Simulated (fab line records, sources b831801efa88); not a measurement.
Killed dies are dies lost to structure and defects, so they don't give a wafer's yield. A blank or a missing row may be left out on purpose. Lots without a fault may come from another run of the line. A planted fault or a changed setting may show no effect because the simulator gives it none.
Which tool did it? | flow sky130 | 13 lots, 39 wafers sampled, at 2 steps of a route of 708

WHAT THE GAUGES READ, wafer by wafer
SKY_GATE_OXIDE_TW_MEAS_14. Usual: GATE_OXIDE_TW 224.5, standard deviation 1.5.
lot  | measured     | on            | GATE_OXIDE_TW     | flag
L735 | day 14 08:08 | film_metro-04 | 224.3 224.8 224.8 |
L736 | day 14 13:03 | film_metro-02 | 226.9 226.8 226.8 |
L737 | day 14 14:28 | film_metro-01 | 222.8 223.2 223.6 |
L739 | day 15 08:47 | film_metro-01 | 223.3 223.8 223.6 |
L741 | day 16 10:19 | film_metro-04 | 225.9 224.6 225.2 |
L744 | day 17 12:34 | film_metro-04 | 221.9 224.3 224.8 |
L743 | day 17 12:36 | film_metro-02 | 224.9 225.7 226.1 |
L746 | day 18 06:48 | film_metro-01 | 224.5 222.7 222.1 |
L748 | day 18 23:34 | film_metro-02 | 227.1 227.1 227.2 |
L749 | day 19 00:29 | film_metro-04 | 221.7 224.2 223.6 |
L750 | day 19 12:23 | film_metro-02 | 226.5 227.0 227.2 |
L754 | day 20 21:13 | film_metro-02 | 224.4 225.0 225.0 |
L757 | day 21 21:12 | film_metro-04 | 221.7 223.8 222.8 |

SKY_LDD_P_CD_MEAS_07: target cd 380 nm. Usual: cd_nm 380 nm, standard deviation 3.2.
lot  | measured     | on        | cd_nm (nm)  | flag
L735 | day 19 11:17 | cd_sem-02 | 381 379 381 |
L736 | day 19 18:27 | cd_sem-02 | 377 377 375 |
L737 | day 19 21:35 | cd_sem-02 | 382 379 383 |
L739 | day 20 16:27 | cd_sem-02 | 384 386 384 |
L741 | day 21 22:02 | cd_sem-01 | 383 380 381 |
L744 | day 23 00:10 | cd_sem-02 | 383 385 383 |
L743 | day 23 01:43 | cd_sem-01 | 380 377 380 |
L746 | day 23 17:16 | cd_sem-01 | 379 381 381 |
L748 | day 24 10:25 | cd_sem-01 | 384 383 383 |
L749 | day 24 13:29 | cd_sem-01 | 377 377 376 |
L750 | day 24 23:34 | cd_sem-01 | 380 380 376 |
L754 | day 26 04:37 | cd_sem-02 | 382 382 383 |
L757 | day 27 04:56 | cd_sem-02 | 375 375 373 |

WHICH TOOL RAN EACH LOT (tool, then ch and the chambers of the sampled wafers, then the start)
The record holds no process step before these readings.

WHAT THE TOOLS THEMSELVES READ (means of the sampled wafers that have a number; where no wafer has one, the mark that the record gives instead)
The record holds no such reading with a usual standard deviation.

THE ANSWER, worked out from the rows above alone
Rule: a lot is off if the mean of its wafers that have a number lies more than 3 standard deviations from the usual mean. A lot without any number at a reading at which 4 lots or more have one is off too. The other lots that the step has rows for count as sound. The gauges are gone through in route order, then the tools' own readings, and for those a lot's mean is taken as printed above. The first step at which some lot is off is used, and at that step the reading that is off furthest; a lot without a number counts as furthest.
No lot is off at any reading shown: from this, nothing can be told.

WHAT THE SIMULATOR HAD PUT IN
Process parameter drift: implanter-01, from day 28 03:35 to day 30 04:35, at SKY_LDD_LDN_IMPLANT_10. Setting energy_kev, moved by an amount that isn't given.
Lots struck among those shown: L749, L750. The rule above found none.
